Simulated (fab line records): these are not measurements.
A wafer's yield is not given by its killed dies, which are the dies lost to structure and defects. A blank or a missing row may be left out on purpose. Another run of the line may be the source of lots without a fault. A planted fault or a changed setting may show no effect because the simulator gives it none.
Chamber matching	flow sky130	SKY_LI_CONTACT_CMP_02 on cmp-01: 4 sister chambers
The step polishes PSG. 16 wafers are shown with their chamber, then 8 later ones without.

## WAFERS WITH THEIR CHAMBER
wafer	chamber	motor current A (A)	time to endpoint s (s)
L995.3	2	13.6	34.7
L995.4	1	10.2	35.3
L995.6	2	12.5	35.3
L996.1	3	12.1	29.5
L996.2	1	10.0	31.2
L996.3	2	12.5	27.7
L997.2	2	12.9	30.5
L997.4	0	10.0	28.7
L997.5	2	13.1	32.5
L100.2	0	9.8	33.6
L100.5	1	9.4	36.2
L100.6	0	9.4	36.7
L101.2	0	9.6	31.6
L101.4	3	12.6	36.3
L101.6	0	9.3	34.1
L113.2	3	12.4	33.9

SIGNATURES (averages over the wafers above)
reading	chamber 0	chamber 1	chamber 2	chamber 3	scatter within a chamber
motor current A	9.620	9.867	12.920	12.367	0.371
time to endpoint s	32.940	34.233	32.140	33.233	3.07
Rule: distance of a wafer from a chamber = root of the sum over the readings of ((wafer's reading minus chamber's mean) / reading's scatter) squared. If the next closest chamber is less than 2 further off than the closest, the wafer can't be placed; otherwise it belongs to the closest. The scatter is the square root of a quotient: the sum, over the shown wafers, of each reading's squared deviation from its chamber's mean, divided by wafers minus chambers.

## WAFERS MISSING THEIR CHAMBER
wafer	motor current A (A)	time to endpoint s (s)
L113.4	9.9	32.2
L113.6	9.9	32.6
L115.2	9.6	28.8
L115.5	10.0	31.4
L115.6	12.9	34.9
L117.1	9.8	31.3
L117.5	12.9	35.8
L117.6	12.7	33.7

## WHICH CHAMBER EACH WENT THROUGH
wafer	from the rows above	in truth
L113.4	can't be placed: 1 or 0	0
L113.6	can't be placed: 1 or 0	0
L115.2	can't be placed: 0 or 1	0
L115.5	can't be placed: 1 or 0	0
L115.6	can't be placed: 2 or 3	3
L117.1	can't be placed: 0 or 1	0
L117.5	can't be placed: 2 or 3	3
L117.6	can't be placed: 2 or 3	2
Placed correctly: 0 of 8. From these rows, 8 cannot be placed; in 8 the true chamber is one of the candidates. Wrongly placed: 0.
